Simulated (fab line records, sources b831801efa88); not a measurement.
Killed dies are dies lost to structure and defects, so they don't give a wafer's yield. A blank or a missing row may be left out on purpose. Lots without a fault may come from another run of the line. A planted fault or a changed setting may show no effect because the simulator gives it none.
Chamber matching | flow gf180mcu | GF_V2_CMP_04 on cmp-01: 4 sister chambers
The step polishes SiO2. 8 wafers are shown with their chamber, then 8 later ones without.

WAFERS WITH THEIR CHAMBER
wafer  | chamber | motor_current_A (A) | time_to_endpoint_s (s)
L580.4 | 2       | 13.4                | 85
L582.1 | 0       | 12.0                | 69
L582.3 | 2       | 12.9                | 69
L582.4 | 1       | 13.0                | 81
L581.3 | 1       | 13.3                | 78
L583.1 | 3       | 10.3                | 76
L583.5 | 3       | 10.9                | 75
L591.2 | 0       | 12.1                | 78

WAFERS WITHOUT THEIR CHAMBER
wafer  | motor_current_A (A) | time_to_endpoint_s (s)
L591.3 | 13.1                | 81
L591.6 | 12.7                | 89
L593.1 | 12.4                | 84
L593.2 | 12.0                | 71
L593.6 | 12.6                | 82
L594.1 | 13.2                | 86
L594.5 | 12.3                | 91
L594.6 | 10.3                | 92

WHICH CHAMBER EACH WENT THROUGH
wafer  | from the rows above          | in truth
L591.3 | can't be placed: 1 or 2      | 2
L591.6 | can't be placed: 1 or 2 or 0 | 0
L593.1 | can't be placed: 0 or 1 or 2 | 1
L593.2 | 0                            | 0
L593.6 | can't be placed: 1 or 2 or 0 | 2
L594.1 | can't be placed: 1 or 2      | 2
L594.5 | can't be placed: 0 or 1 or 2 | 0
L594.6 | 3                            | 3
Placed correctly: 2 of 8. Can't be placed from these rows: 6 (the true chamber is among the candidates in 6). Placed wrongly: 0.
How it was worked out, from the rows above alone: a wafer's distance from a chamber is the root of the sum, over the readings, of the square of ((its reading less the chamber's mean) divided by the reading's scatter). The wafer belongs to the nearest chamber; if the next one is less than 2 further off, it can't be placed. A chamber's mean is the mean of its shown wafers. The scatter: the root of (the sum of the squares of (reading less its chamber's mean) over the shown wafers, divided by (wafers less chambers)).
